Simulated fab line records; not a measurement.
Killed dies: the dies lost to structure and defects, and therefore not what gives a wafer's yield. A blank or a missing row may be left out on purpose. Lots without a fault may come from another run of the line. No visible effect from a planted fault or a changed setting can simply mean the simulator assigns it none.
Which of the tools did it? | flow sky130 | 6 lots (18 wafers sampled), 1 step of a 708-step route

== WHAT EACH GAUGE READ, for each wafer ==
SKY_METAL4_OVL_MEAS_14.
lot  | measured     | on         | METAL4_OVL (nm)
L626 | day 42 02:02 | overlay-01 | 11 9 8
L631 | day 43 09:08 | overlay-01 | -3 0 1
L639 | day 45 11:18 | overlay-02 | 2 9 1
L643 | day 46 14:11 | overlay-02 | 6 2 5
L646 | day 47 07:06 | overlay-02 | -7 -8 -7
L648 | day 47 16:28 | overlay-01 | -6 0 -5

== WHICH TOOL RAN EACH LOT (tool, then ch and the chambers of the sampled wafers, then the start) ==
The record shows no process step preceding these readings.

== THE ANSWER, worked out from the rows above alone ==
Rule: what is usual is taken from the lots themselves. The widest of any qualifying gaps counts: lots, ordered by their means at a reading, are off when they make up no more than a third of the lots, leave a main group of 4 or more, and stand apart from it by 3 or more times the standard deviation of that group's means. The tables above print the reading to a certain number of digits; a main group whose means all agree to those digits is not used. A lot without any number at a reading at which 4 lots or more have one is off too. Any other lot the step has rows for is counted as sound.
None of the lots is off at any reading shown; this tells nothing.

== WHAT WAS PUT IN BY THE SIMULATOR ==
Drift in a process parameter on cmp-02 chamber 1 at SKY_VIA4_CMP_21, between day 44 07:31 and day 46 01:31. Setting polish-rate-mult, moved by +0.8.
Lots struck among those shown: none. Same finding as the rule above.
